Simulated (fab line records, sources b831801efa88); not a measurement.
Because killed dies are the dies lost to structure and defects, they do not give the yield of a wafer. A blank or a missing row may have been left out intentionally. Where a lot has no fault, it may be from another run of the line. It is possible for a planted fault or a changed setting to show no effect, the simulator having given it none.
Which tool did it? | flow sky130 | 13 lots, 38 wafers sampled, at 3 steps of a route of 708

WHAT EACH GAUGE READ, for each wafer
SKY_VIA1_OVL_MEAS_13. Usual: VIA1_OVL gives -2 nm (standard deviation 4.4).
lot  | measured     | on         | VIA1_OVL (nm) | flag
L513 | day 34 06:25 | overlay-01 | -1 -1 9       | 
L514 | day 34 20:10 | overlay-01 | -4 -1 0       | 
L515 | day 34 22:17 | overlay-01 | -4 -3 4       | 
L516 | day 34 23:52 | overlay-02 | -1 -3 1       | 
L517 | day 35 07:52 | overlay-01 | -2 -8 -6      | 
L518 | day 35 21:59 | overlay-02 | 3 -2 0        | 
L521 | day 36 23:54 | overlay-02 | -4 0 -2       | 
L526 | day 38 07:03 | overlay-02 | -1 -5 -1      | 
L527 | day 38 17:13 | overlay-02 | 3 6           | 
L528 | day 39 00:02 | overlay-02 | -2 -7 2       | 
L532 | day 39 21:34 | overlay-01 | 4 1 4         | 
L534 | day 41 00:43 | overlay-02 | -3 -3 -4      | 
L536 | day 41 02:46 | overlay-01 | -2 -4 -5      | 

SKY_METAL2_CD_MEAS_15: target cd 140 nm. Usual: cdNm 139.8 nm, standard deviation 1.4.
lot  | measured     | on       | cdNm (nm)         | flag
L513 | day 35 10:21 | cdSem-02 | 142.0 139.9 140.9 | 
L514 | day 35 23:56 | cdSem-02 | 139.9 138.1 139.2 | 
L515 | day 36 02:19 | cdSem-02 | 140.5 138.6 139.6 | 
L516 | day 36 04:01 | cdSem-02 | 140.1 139.5 141.1 | 
L517 | day 36 11:40 | cdSem-02 | 139.8 141.2 139.2 | 
L518 | day 37 00:59 | cdSem-02 | 141.3 141.9 141.1 | 
L521 | day 38 02:21 | cdSem-01 | 141.2 141.3 143.1 | 
L526 | day 39 09:11 | cdSem-02 | 139.8 139.6 141.4 | 
L527 | day 39 20:15 | cdSem-02 | 140.5 140.0       | 
L528 | day 40 02:46 | cdSem-02 | 138.8 139.0 141.6 | 
L532 | day 40 23:21 | cdSem-01 | 141.0 139.7 139.6 | 
L534 | day 42 02:22 | cdSem-01 | 136.0 139.0 138.8 | 
L536 | day 42 04:18 | cdSem-01 | 141.5 141.9 141.1 | 

SKY_CAPM_THK_MEAS_04: measures by xrf. Usual: CAPM_TIN_THK gives 196.3 nm (standard deviation 2).
lot  | measured     | on           | CAPM_TIN_THK (nm) | flag
L513 | day 36 15:59 | filmMetro-03 | 193.6 194.3 194.0 | 
L514 | day 37 05:51 | filmMetro-03 | 195.1 194.5 197.0 | 
L515 | day 37 08:05 | filmMetro-03 | 198.3 195.4 197.7 | 
L516 | day 37 09:35 | filmMetro-01 | 194.8 193.4 194.6 | 
L517 | day 37 16:47 | filmMetro-03 | 195.0 195.9 195.6 | 
L518 | day 38 06:18 | filmMetro-02 | 196.6 199.2 196.5 | 
L521 | day 39 07:13 | filmMetro-02 | 195.3 197.6 198.5 | 
L526 | day 40 12:58 | filmMetro-02 | 198.6 198.4 197.1 | 
L527 | day 41 00:36 | filmMetro-02 | 197.4 194.2       | 
L528 | day 41 06:25 | filmMetro-03 | 197.4 200.1 201.4 | 
L532 | day 42 01:35 | filmMetro-03 | 196.8 195.9 195.0 | 
L534 | day 43 05:29 | filmMetro-02 | 193.9 191.7 190.9 | 
L536 | day 43 06:56 | filmMetro-03 | 191.9 196.3 193.8 | 

WHICH TOOL RAN EACH LOT (tool, then ch and the chambers of the sampled wafers, then the start)
Before these readings, the record contains no process step.

AS READ BY THE TOOLS THEMSELVES (means over the sampled wafers that have a number; for cases with no such wafer, the mark the record gives instead)
The record holds no such reading with a usual standard deviation.

THE ANSWER, worked out from the rows above alone
Rule: lot off if the mean of its wafers having a number is beyond 3 standard deviations from the usual mean. Also off: a lot with no number at a reading for which 4 or more lots have one. The other lots that the step has rows for count as sound. After the gauges, taken in route order, come the tools' own readings; for these a lot's mean is taken, as printed above. The first step at which some lot is off is used, and at that step the reading that is off furthest; a lot without a number counts as furthest.
Across all readings shown, no lot is off: no conclusion can be drawn from this.

WHAT THE SIMULATOR PUT IN
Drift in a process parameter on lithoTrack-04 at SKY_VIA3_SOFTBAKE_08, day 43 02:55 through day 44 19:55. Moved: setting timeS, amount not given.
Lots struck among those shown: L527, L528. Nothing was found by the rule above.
